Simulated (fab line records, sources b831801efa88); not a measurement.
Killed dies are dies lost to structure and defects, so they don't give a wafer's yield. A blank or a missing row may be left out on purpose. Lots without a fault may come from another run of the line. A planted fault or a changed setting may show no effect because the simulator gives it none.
Which tool did it? | flow sky130 | 11 lots, 33 wafers sampled, at 2 steps of a route of 708

WHAT THE GAUGES READ, wafer by wafer
SKY_FIELD_ISO_CD_MEAS_13: target cd 150 nm.
lot  | measured    | on        | cd_nm (nm)
L405 | day 2 06:53 | cd_sem-01 | 149.4 149.7 150.3
L408 | day 2 20:10 | cd_sem-01 | 149.7 148.4 149.6
L411 | day 3 12:15 | cd_sem-01 | 150.8 152.1 153.0
L415 | day 4 08:58 | cd_sem-01 | 149.4 150.7 149.8
L416 | day 4 13:34 | cd_sem-01 | 135.2 136.2 139.0 135.7 136.2 138.9
L420 | day 5 10:45 | cd_sem-02 | 139.6 139.2 138.5 140.0 139.2 138.5
L421 | day 5 16:07 | cd_sem-01 | 139.8 140.3 141.5 139.5 140.5 141.7
L422 | day 5 22:07 | cd_sem-02 | 152.3 152.0 151.3
L425 | day 7 13:26 | cd_sem-02 | 149.4 148.4 148.5
L426 | day 7 14:00 | cd_sem-02 | 149.4 148.9 149.5
L428 | day 7 14:17 | cd_sem-02 | 152.0 150.8 150.8

WHICH TOOL RAN EACH LOT (tool, then ch and the chambers of the sampled wafers, then the start)
lot  | SKY_FIELD_ISO_EXPOSE_10
L405 | krf_scanner-01 ch 0, day 1 23:27
L408 | krf_scanner-02 ch 0, day 2 13:02
L411 | krf_scanner-02 ch 0, day 3 04:46
L415 | krf_scanner-01 ch 0, day 4 00:29
L416 | krf_scanner-01 ch 0, day 4 05:29
L420 | krf_scanner-01 ch 0, day 5 01:47
L421 | krf_scanner-01 ch 0, day 5 06:32
L422 | krf_scanner-02 ch 0, day 5 14:06
L425 | krf_scanner-02 ch 0, day 7 03:10
L426 | krf_scanner-02 ch 0, day 7 04:07
L428 | krf_scanner-02 ch 0, day 7 04:14
- SKY_FIELD_ISO_EXPOSE_10: exposes mask FOM, target cd 150 nm.

THE ANSWER, worked out from the rows above alone
Rule: what is usual is taken from the lots themselves. Put in order of their means at a reading, lots are off if they are a third of the lots or fewer, leave a main group of 4 or more, and stand apart from it by a gap of 3 or more times the standard deviation of the main group's means; of several such gaps the widest counts. A main group whose means are all the same, to the digits that the tables above print for the reading, isn't used. A lot without any number at a reading at which 4 lots or more have one is off too. The other lots that the step has rows for count as sound.
Off: L416, L420, L421, at SKY_FIELD_ISO_CD_MEAS_13 (cd_nm). The main group: mean 150.3 nm, standard deviation 1.2.
A tool fits if, at a process step before that reading, it ran every lot that is off, and no sound lot after the first of them. The gauges at SKY_FIELD_ISO_CD_MEAS_13 are tried like those tools. One fits: krf_scanner-01 at SKY_FIELD_ISO_EXPOSE_10. Its last sound lot is L415 (day 4 00:29), its first lot that is off L416 (day 4 05:29): a fault that began between those two fits.

WHAT THE SIMULATOR HAD PUT IN
Process parameter drift: krf_scanner-01, from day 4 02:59 on, at SKY_FIELD_ISO_EXPOSE_10. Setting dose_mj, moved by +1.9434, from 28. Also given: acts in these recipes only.
Lots struck among those shown: L416, L420, L421. The rule above found the same.
